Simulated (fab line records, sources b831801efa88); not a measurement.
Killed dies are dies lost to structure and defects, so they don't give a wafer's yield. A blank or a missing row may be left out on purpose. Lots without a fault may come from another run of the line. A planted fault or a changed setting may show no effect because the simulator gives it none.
Split-lot experiment | flow sky130 | 5 lots, 23 wafers read, on a route of 708 steps

THE SPLIT
At SKY_GATE_OXIDE_COAT_05 (resist thk 1140 nm), the setting resist_thk_nm was moved away from the recipe's 1140 nm on 7 of the 23 wafers read, by -4.5% to +5.2%. The other wafers ran this setting at the recipe's value.

The reading is taken at the split's own step.

THE READING
NOVOLAK_of_GATE_OXIDE_COAT_05.thk_nm (the simulator's own value, which no gauge read), in nm, at SKY_GATE_OXIDE_COAT_05 (resist thk 1140 nm). The file gives no usual value for it. The 16 wafers here that ran the recipe average 1139 nm, standard deviation 2.2 nm.

wafer  | tool, chamber at the split | resist_thk_nm as run, nm | against the recipe | NOVOLAK_of_GATE_OXIDE_COAT_05.thk_nm, nm | against lot-mates on the recipe
L074.1 | litho_track-02, 0          | 1140                     | recipe             | 1137                                     | -
L074.3 | litho_track-02, 0          | 1140                     | recipe             | 1141                                     | -
L074.4 | litho_track-02, 0          | 1140                     | recipe             | 1140                                     | -
L074.5 | litho_track-02, 0          | 1108                     | -2.8%              | 1108                                     | -31
L074.6 | litho_track-02, 0          | 1108                     | -2.8%              | 1110                                     | -29
L080.1 | litho_track-02, 0          | 1140                     | recipe             | 1141                                     | -
L080.2 | litho_track-02, 0          | 1140                     | recipe             | 1141                                     | -
L080.3 | litho_track-02, 0          | 1140                     | recipe             | 1139                                     | -
L080.4 | litho_track-02, 0          | 1140                     | recipe             | 1140                                     | -
L080.5 | litho_track-02, 0          | 1140                     | recipe             | 1138                                     | -
L081.1 | litho_track-03, 0          | 1140                     | recipe             | 1137                                     | -
L081.3 | litho_track-03, 0          | 1140                     | recipe             | 1139                                     | -
L081.6 | litho_track-03, 0          | 1140                     | recipe             | 1138                                     | -
L083.1 | litho_track-03, 0          | 1199                     | +5.2%              | 1197                                     | +59
L083.2 | litho_track-03, 0          | 1199                     | +5.2%              | 1197                                     | +59
L083.3 | litho_track-03, 0          | 1140                     | recipe             | 1141                                     | -
L083.4 | litho_track-03, 0          | 1140                     | recipe             | 1137                                     | -
L083.6 | litho_track-03, 0          | 1140                     | recipe             | 1135                                     | -
L085.1 | litho_track-02, 0          | 1140                     | recipe             | 1143                                     | -
L085.4 | litho_track-02, 0          | 1140                     | recipe             | 1143                                     | -
L085.2 | litho_track-02, 0          | 1089                     | -4.5%              | 1089                                     | -54
L085.3 | litho_track-02, 0          | 1089                     | -4.5%              | 1092                                     | -51
L085.5 | litho_track-02, 0          | 1089                     | -4.5%              | 1090                                     | -53

THE FIT
A straight line over all 23 wafers: NOVOLAK_of_GATE_OXIDE_COAT_05.thk_nm changes by +11 nm for each +1% of resist_thk_nm; r = +1.00; the points scatter about the line by 2 nm.
The same after taking each lot's own level away (the mean of its wafers on the recipe; 23 wafers): +11.5 nm for each +1%; r = +1.00; scatter 1.6 nm.
On that fit, the largest move of resist_thk_nm shifts the reading by 60 nm.
The lots' own levels span 1137.7 to 1143.0 nm, that is 2.4 times the standard deviation above.
So the lot-to-lot level changes the slope little: the two slopes agree.
Check: with one of the wafers moved furthest among these (+5.2%) left out of the fit, the line predicts +59.8 nm for it against its lot-mates. It came out at +59.3 nm against them.

OTHER SPLITS ON THESE WAFERS
These wafers also went through other splits before the reading. Each is held against what the fit with the lots' levels taken away leaves over:
other split on the same wafers          | wafers away from the commonest value | r with NOVOLAK_of_GATE_OXIDE_COAT_05.thk_nm (lot level and that fit taken away)
SKY_VT_ADJUST_PCH_COAT_02 resist_thk_nm | 11                                   | -0.44
SKY_SONOS_TUNNEL_COAT_02 spin_rpm       | 7                                    | -0.44
SKY_SONOS_TUNNEL_IMPLANT_09 dose_cm2    | 9                                    | +0.02
SKY_SONOS_ONO_CVD_02 pressure_mtorr     | 15                                   | -0.08

THE WHOLE CHAIN: every reading that the file lists as answering this split, in the file's order
step                    | what it does       | reading                                                                               | change (the file's fit)              | r (the file's)
SKY_GATE_OXIDE_COAT_05  | resist thk 1140 nm | NOVOLAK_of_GATE_OXIDE_COAT_05.thk_nm (the simulator's own value, which no gauge read) | +11.5 nm for each +1% of the setting | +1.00
SKY_GATE_OXIDE_STRIP_13 | strips in O2/N2    | strip_time_to_endpoint_s                                                              | withheld for each +1% of the setting | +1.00

THE FILE'S OWN FIT
NOVOLAK_of_GATE_OXIDE_COAT_05.thk_nm changes by +11.5 nm for each +1% of resist_thk_nm, r = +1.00.
